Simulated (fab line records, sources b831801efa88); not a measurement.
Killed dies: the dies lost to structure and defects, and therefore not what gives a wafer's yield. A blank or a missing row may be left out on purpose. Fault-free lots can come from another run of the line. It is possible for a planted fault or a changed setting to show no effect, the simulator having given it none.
Which of the tools did it?    flow sky130    11 lots, 33 wafers sampled, at 7 steps of a route of 708

WHAT THE GAUGES SHOWED, per wafer
SKY_LDD_HVP_OVL_MEAS_07.
lot   measured      on          LDD_HVP_OVL (nm)
L604  day 24 06:11  overlay-02  -3.0 -0.3 -1.6
L605  day 24 12:50  overlay-02  -0.6 -0.4 0.3
L606  day 24 23:28  overlay-01  -2.7 -1.4 -1.6
L609  day 25 16:08  overlay-01  0.4 3.3 2.1
L611  day 26 05:33  overlay-02  -0.3 0.5 -0.4
L613  day 26 22:28  overlay-02  -0.9 -2.2 -1.5
L614  day 26 22:50  overlay-01  3.8 1.1 0.7
L615  day 27 03:42  overlay-02  -1.8 -0.8 -1.2
L616  day 27 18:23  overlay-01  -0.3 -1.0 -0.7
L617  day 27 21:29  overlay-01  -2.3 -1.0 -0.7
L618  day 28 04:16  overlay-01  1.0 0.3 1.4

SKY_SD_P_CD_MEAS_07 targets a cd of 380 nm.
lot   measured      on         cd-nm (nm)
L604  day 27 23:50  cd-sem-02  383.4 378.6 380.3
L605  day 28 07:56  cd-sem-01  380.6 379.5 381.6
L606  day 28 16:37  cd-sem-01  378.8 379.7 378.8
L609  day 29 11:26  cd-sem-01  377.3 375.9 377.1
L611  day 29 21:44  cd-sem-01  382.0 381.2 380.2
L613  day 30 17:22  cd-sem-02  382.7 379.8 381.3
L614  day 30 16:26  cd-sem-02  384.0 382.5 381.7
L615  day 30 20:23  cd-sem-01  380.4 380.6 380.7
L616  day 31 10:13  cd-sem-02  378.4 378.0 377.7
L617  day 31 12:29  cd-sem-02  376.0 380.4 377.0
L618  day 31 20:01  cd-sem-02  377.3 379.4 380.1

SKY_SD_P_TW_MEAS_11.
lot   measured      on             SD_P_TW
L604  day 28 00:15  film-metro-03  2774 2771 2778
L605  day 28 08:20  film-metro-04  2813 2823 2822
L606  day 28 17:01  film-metro-04  2845 2811 2822
L609  day 29 11:51  film-metro-02  2798 2805 2807
L611  day 29 22:07  film-metro-02  2801 2801 2805
L613  day 30 17:45  film-metro-02  2789 2768 2786
L614  day 30 17:18  film-metro-02  3086 3082 3080
L615  day 30 20:46  film-metro-04  2823 2812 2817
L616  day 31 10:37  film-metro-04  2821 2814 2807
L617  day 31 13:13  film-metro-03  3069 3074 3059
L618  day 31 20:43  film-metro-03  3082 3065 3079

SKY_SD_N_CD_MEAS_07 targets a cd of 380 nm.
lot   measured      on         cd-nm (nm)
L604  day 30 09:56  cd-sem-02  379.7 380.1 380.0
L605  day 30 16:41  cd-sem-02  376.5 377.0 375.4
L606  day 31 01:35  cd-sem-01  380.8 379.2 380.7
L609  day 31 20:53  cd-sem-01  380.2 378.4 377.3
L611  day 32 06:47  cd-sem-01  379.8 379.5 378.4
L613  day 33 02:37  cd-sem-02  380.9 384.2 380.9
L614  day 33 00:44  cd-sem-01  381.6 381.0 383.6
L615  day 33 04:26  cd-sem-01  382.0 378.8 380.8
L616  day 33 16:58  cd-sem-01  382.9 382.5 383.2
L617  day 33 20:08  cd-sem-01  382.2 379.9 383.1
L618  day 34 03:13  cd-sem-01  384.0 382.2 381.3

SKY_SD_N_RS_MEAS_17: uses a four-point probe to measure.
lot   measured      on             SD_P_RS (ohm/sq)
L604  day 30 10:54  film-metro-04  147.5 147.4 147.6
L605  day 30 17:39  film-metro-03  147.8 147.1 146.9
L606  day 31 02:33  film-metro-02  147.5 146.9 147.4
L609  day 31 21:51  film-metro-04  147.7 147.7 147.8
L611  day 32 07:44  film-metro-03  147.1 147.2 146.6
L613  day 33 03:34  film-metro-03  147.0 146.6 147.0
L614  day 33 01:42  film-metro-04  138.2 138.1 137.9
L615  day 33 05:23  film-metro-03  147.3 146.9 147.1
L616  day 33 17:55  film-metro-03  147.5 147.8 147.5
L617  day 33 21:06  film-metro-02  137.3 137.1 136.5
L618  day 34 04:10  film-metro-02  137.8 136.9 137.4

WHICH TOOL RAN EACH LOT (tool, then ch and the chambers of the sampled wafers, then the start)
lot   SKY_SD_P_IMPLANT_09              SKY_SD_P_STRIP_10
L604  implanter-03 ch 0, day 28 00:00  plasma-asher-02 ch 0,1, day 28 00:09
L605  implanter-03 ch 0, day 28 08:05  plasma-asher-03 ch 1, day 28 08:14
L606  implanter-02 ch 0, day 28 16:46  plasma-asher-03 ch 0,1, day 28 16:55
L609  implanter-01 ch 0, day 29 11:36  plasma-asher-02 ch 0,1, day 29 11:45
L611  implanter-03 ch 0, day 29 21:54  plasma-asher-03 ch 0,1, day 29 22:02
L613  implanter-02 ch 0, day 30 17:31  plasma-asher-03 ch 0,1, day 30 17:38
L614  implanter-03 ch 0, day 30 16:35  plasma-asher-03 ch 0,1, day 30 17:08
L615  implanter-03 ch 0, day 30 20:33  plasma-asher-02 ch 0,1, day 30 20:41
L616  implanter-03 ch 0, day 31 10:22  plasma-asher-03 ch 0,1, day 31 10:30
L617  implanter-03 ch 0, day 31 12:39  plasma-asher-04 ch 0,1, day 31 13:07
L618  implanter-02 ch 0, day 31 20:10  plasma-asher-04 ch 0,1, day 31 20:37
- SKY_SD_P_IMPLANT_09
- SKY_SD_P_STRIP_10: strips in O2/N2.

AS READ BY THE TOOLS THEMSELVES (means over the sampled wafers that have a number; for cases with no such wafer, the mark the record gives instead)
SKY_SD_P_IMPLANT_09.
lot   tool          end-station-pressure-torr (Torr)
L604  implanter-03  1.47e-05
L605  implanter-03  1.41e-05
L606  implanter-02  1.52e-05
L609  implanter-01  1.43e-05
L611  implanter-03  1.58e-05
L613  implanter-02  1.48e-05
L614  implanter-03  1.52e-05
L615  implanter-03  1.53e-05
L616  implanter-03  1.54e-05
L617  implanter-03  1.50e-05
L618  implanter-02  1.48e-05

SKY_SD_P_STRIP_10.
lot   tool             chamber-pressure-mTorr (mTorr)  drypump-motor-current-A (A)  oes-product-au (a.u.)  strip-time-to-endpoint-s (s)
L604  plasma-asher-02  1498.1                          5.85                         0.617                  17.49
L605  plasma-asher-03  1500.2                          5.26                         0.616                  17.55
L606  plasma-asher-03  1499.7                          5.28                         0.617                  17.55
L609  plasma-asher-02  1500.6                          5.77                         0.619                  17.51
L611  plasma-asher-03  1499.7                          5.29                         0.616                  17.49
L613  plasma-asher-03  1501.4                          5.29                         0.616                  17.54
L614  plasma-asher-03  1498.9                          5.27                         0.587                  18.96
L615  plasma-asher-02  1500.5                          5.78                         0.617                  17.57
L616  plasma-asher-03  1499.3                          5.29                         0.615                  17.53
L617  plasma-asher-04  1500.3                          5.88                         0.589                  19.02
L618  plasma-asher-04  1498.8                          5.89                         0.595                  18.96

THE ANSWER, worked out from the rows above alone
Rule: usual is defined by the lots themselves. Put in order of their means at a reading, lots are off if they are a third of the lots or fewer, leave a main group of 4 or more, and stand apart from it by a gap of 3 or more times the standard deviation of the main group's means; of several such gaps the widest counts. A main group is skipped when, at the precision printed for the reading in the tables above, its means are all equal. Also off: a lot with no number at a reading for which 4 or more lots have one. Where the step has rows for the other lots, those lots are counted as sound. Order of review: gauges by route order, followed by the tools' own readings, for which a lot's mean as printed above is used. The first step at which some lot is off is used, and at that step the reading that is off furthest; a lot without a number counts as furthest.
Off: L614, L617, L618, at SKY_SD_P_TW_MEAS_11 (SD_P_TW). For the main group the mean is 2805 and the standard deviation 17.
A tool fits if, at a process step before that reading, it ran every lot that is off, and no sound lot after the first of them. Not tried: the gauges at SKY_SD_P_TW_MEAS_11; whatever is off there is also off at SKY_SD_P_STRIP_10, on other tools, and gauge error can't account for it. Of those tried, none fits.

WHAT THE SIMULATOR HAD PUT IN
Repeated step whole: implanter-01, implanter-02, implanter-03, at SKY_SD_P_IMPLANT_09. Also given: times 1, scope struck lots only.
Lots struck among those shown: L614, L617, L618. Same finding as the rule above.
